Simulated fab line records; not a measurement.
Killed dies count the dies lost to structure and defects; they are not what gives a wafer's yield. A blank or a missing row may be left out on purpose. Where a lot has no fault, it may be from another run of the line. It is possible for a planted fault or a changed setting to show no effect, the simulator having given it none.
Lot-split experiment | flow sfqLine | 23 wafers read from 5 lots, route of 325 steps

THE SPLIT
At SFQ_TRILAYER_I1_CMP_CMP_046 (polishes SiO2), the setting leaveAboveRefNm was moved away from the recipe's 200 nm on 5 of the 23 wafers read, by -4.3% to +2.6%. The other wafers ran this setting at the recipe's value.

Between the split and the reading, the file records no step.

THE READING
thkNm, in nm, at SFQ_TRILAYER_I1_METRO_MEASURE_047. A value of 199.8 nm with a standard deviation of 1.3 nm is what fault-free wafers of this fab line usually give.

wafer  | tool, chamber at the split | leaveAboveRefNm as run, nm | against the recipe | thkNm, nm | against lot-mates on the recipe
L076.1 | cmp-01, 0                  | 200                        | recipe             | 200.0     | -
L076.2 | cmp-01, 2                  | 200                        | recipe             | 199.7     | -
L076.3 | cmp-01, 1                  | 200                        | recipe             | 199.5     | -
L076.4 | cmp-01, 3                  | 200                        | recipe             | 200.5     | -
L076.6 | cmp-01, 1                  | 200                        | recipe             | 199.4     | -
L078.1 | cmp-01, 1,2                | 205.3                      | +2.6%              | 205.2     | +4.3
L078.2 | cmp-01, 0                  | 205.3                      | +2.6%              | 206.1     | +5.2
L078.4 | cmp-01, 1,2                | 205.3                      | +2.6%              | 205.0     | +4.1
L078.5 | cmp-01, 3                  | 200                        | recipe             | 201.2     | -
L078.6 | cmp-01, 0                  | 200                        | recipe             | 200.6     | -
L079.2 | cmp-01, 1                  | 191.3                      | -4.3%              | 191.6     | -9.4
L079.3 | cmp-01, 0                  | 200                        | recipe             | 201.1     | -
L079.4 | cmp-01, 2                  | 191.3                      | -4.3%              | 192.5     | -8.5
L079.5 | cmp-01, 3                  | 200                        | recipe             | 201.2     | -
L079.6 | cmp-01, 2                  | 200                        | recipe             | 200.6     | -
L080.3 | cmp-01, 1,0                | 200                        | recipe             | 200.6     | -
L080.5 | cmp-01, 1                  | 200                        | recipe             | 199.8     | -
L080.6 | cmp-01, 1,0                | 200                        | recipe             | 200.7     | -
L084.1 | cmp-02, 3                  | 200                        | recipe             | 196.3     | -
L084.2 | cmp-02, 1                  | 200                        | recipe             | 198.2     | -
L084.3 | cmp-02, 2                  | 200                        | recipe             | 198.6     | -
L084.5 | cmp-02, 2                  | 200                        | recipe             | 197.3     | -
L084.6 | cmp-02, 1                  | 200                        | recipe             | 199.6     | -
Rows listing several chambers each stand for several wafers; the file does not say which wafer went through which chamber.

THE FIT
A straight line over all 23 wafers: thkNm changes by +1.91 nm for each +1% of leaveAboveRefNm; r = +0.93; the points scatter about the line by 1.3 nm.
The same after taking each lot's own level away (the mean of its wafers on the recipe; 23 wafers): +1.93 nm for each +1%; r = +0.98; scatter 0.7 nm.
The reading moves by 8.4 nm for the largest change in leaveAboveRefNm, on that fit.
The span of the lots' own levels, 198.00 to 200.97 nm, comes to 2.3 times the standard deviation stated above.
Hence the lot-to-lot level has little effect on the slope; both slopes agree.
Check: -8.02 nm against its lot-mates is what the line predicts for one of the wafers moved furthest among these (-4.3%) when that wafer is left out of the fit. It came out at -9.37 nm against them.

OTHER SPLITS APPLIED TO THESE WAFERS
Note: prior to the reading, these wafers also went through further splits. Each is held against what the fit with the lots' levels taken away leaves over:
other split on the same wafers                 | wafers away from the commonest value | r with thkNm (lot level and that fit taken away)
SFQ_TRILAYER_INCOMING_OXIDATION_002 oxTimeS    | 15                                   | +0.19
SFQ_TRILAYER_L0_LITHO_COAT_005 spinRpm         | 8                                    | -0.20
SFQ_TRILAYER_L0_BARC_OPEN_METAL_ETCH_010 icpW  | 4                                    | +0.27
SFQ_TRILAYER_L0_VIA_LITHO_COAT_018 spinRpm     | 9                                    | -0.15
SFQ_TRILAYER_M0_DEP_SPUTTER_019 timeS          | 10                                   | +0.19
SFQ_TRILAYER_M0_BARC_OPEN_METAL_ETCH_031 biasW | 6                                    | -0.05
SFQ_TRILAYER_I0_DEP_PECVD_027 timeS            | 8                                    | +0.01
SFQ_TRILAYER_I0_VIA_LITHO_COAT_031 spinRpm     | 5                                    | +0.07
SFQ_TRILAYER_I0_VIA_ETCH_VIA_ETCH_034 sourceW  | 8                                    | -0.35

THE WHOLE CHAIN: every reading that the file lists as answering this split, in the file's order
step                              | what it does  | reading                                                                                  | change (the file's fit)              | r (the file's)
SFQ_TRILAYER_I1_CMP_CMP_046       | polishes SiO2 | SiO2_of_TRILAYER_I1_DEP_PECVD_045.thkNm (the simulator's own value, which no gauge read) | +1.97 nm for each +1% of the setting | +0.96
SFQ_TRILAYER_I1_METRO_MEASURE_047 |               | thkNm                                                                                    | +1.95 nm for each +1% of the setting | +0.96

FILE'S OWN FIT
thkNm changes by +1.95 nm for each +1% of leaveAboveRefNm, r = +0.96.
